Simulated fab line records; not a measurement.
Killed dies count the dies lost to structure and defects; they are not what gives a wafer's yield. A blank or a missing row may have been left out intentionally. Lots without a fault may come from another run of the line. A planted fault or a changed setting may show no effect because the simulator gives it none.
A lot that was struck, set against a sound lot	flow sky130	22 steps out of a route of 708
Sound: wafers L901.2, L901.5, L901.6. Struck: wafers L907.2, L907.4, L907.5. The cause comes at the end.
For every step that has rows: the tool of each side, followed by ch and its chambers, followed by its first start. Under that, the readings that differ: sound wafers	struck wafers	difference of the means	sigmas: that difference in standard deviations of wafers without a fault.
alike: readings whose means differ by less than 2 such deviations, and words and numbers that are the same on both sides. not compared: withheld readings, readings that some wafer has no value for, bounds like >300 that may hide the same value, and numbers for which the record gives no deviation and whose values overlap.
Wherever a step has rows on one side only, a row that says differs or no value, or a row with sigmas, the two part there. Numbers that don't overlap but have no deviation are shown without sigmas and don't part them. Lack of a reading on every wafer of one side parts them only where that side has two or more wafers.

first, 4 steps without rows for these wafers: SKY_PWDE_SOFTBAKE_03; SKY_PWDE_EXPOSE_04 (exposes mask PWDEM, target cd 840 nm); SKY_PWDE_PEB_05; SKY_PWDE_DEVELOP_06 (develop time 60 s).
SKY_PWDE_OVL_MEAS_07:
  sound: overlay-02 at day 3 21:43; struck: overlay-01 at day 5 05:51
  alike: PWDE_OVL
then, 1 step without rows for these wafers: SKY_PWDE_IMPLANT_08.
SKY_PWDE_STRIP_09: strips in O2/N2.
  sound on plasma_asher-04 ch 0,1, day 3 21:54; struck on plasma_asher-03 ch 0, day 5 06:02
  alike: drypump_motor_current_A, o2_flow_sccm, oes_product_au, strip_time_to_endpoint_s
  not compared: rf_hours_counter_h
SKY_PWDE_TW_MEAS_10:
  sound: film_metro-04 at day 3 22:01; struck: film_metro-04 at day 5 06:08
  alike: PWDE_TW
then, 4 steps without rows for these wafers: SKY_NWELL_DEHYDRATE_03 (time 60 s); SKY_NWELL_HMDS_04 (prime time 60 s); SKY_NWELL_COAT_05 (resist thk 3000 nm); SKY_NWELL_SOFTBAKE_06.
SKY_NWELL_EXPOSE_07: exposes mask NWM, target cd 840 nm.
  sound on iline_stepper-02 ch 0, day 4 06:25; struck on iline_stepper-02 ch 0, day 5 14:56
reading	sound	struck	difference	sigmas
mask	NWM#0 NWM#0 NWM#0	NWM_COMPLEMENT#0 NWM_COMPLEMENT#0 NWM_COMPLEMENT#0	differs	
  alike: exposure_dose_mJ_cm2
then, 2 steps without rows for these wafers: SKY_NWELL_PEB_08; SKY_NWELL_DEVELOP_09 (develop time 60 s).
SKY_NWELL_OVL_MEAS_10:
  sound: overlay-01 at day 4 14:15; struck: overlay-02 at day 5 23:35
reading	sound	struck	difference	sigmas
NWELL_00_OVL (nm)	-0.4 -1.6 -1.0	- - -	no value on the struck wafers	
then, 3 steps without rows for these wafers: SKY_NWELL_IMPLANT_11; SKY_NWELL_IMPLANT_12; SKY_NWELL_IMPLANT_13.
SKY_NWELL_STRIP_14: strips in O2/N2.
  sound on plasma_asher-02 ch 0,1, day 4 14:44; struck on plasma_asher-04 ch 0,1, day 6 00:04
  alike: drypump_motor_current_A, o2_flow_sccm, oes_product_au, strip_time_to_endpoint_s
  not compared: rf_hours_counter_h
SKY_NWELL_TW_MEAS_15:
  sound: film_metro-01 at day 4 14:50; struck: film_metro-04 at day 6 00:23
reading	sound	struck	difference	sigmas
NWELL_TW	1845 1836 1835	31 31 31	-1808	-95
  not compared: hold
SKY_PAD_OPEN_PROBE_99:
  the record has rows for the sound wafers here (prober-01, day 45 17:02) and none for the struck ones

## WHERE THEY PART
First at SKY_NWELL_EXPOSE_07; last, within this record, at SKY_PAD_OPEN_PROBE_99.

WHY: whatever the simulator had introduced
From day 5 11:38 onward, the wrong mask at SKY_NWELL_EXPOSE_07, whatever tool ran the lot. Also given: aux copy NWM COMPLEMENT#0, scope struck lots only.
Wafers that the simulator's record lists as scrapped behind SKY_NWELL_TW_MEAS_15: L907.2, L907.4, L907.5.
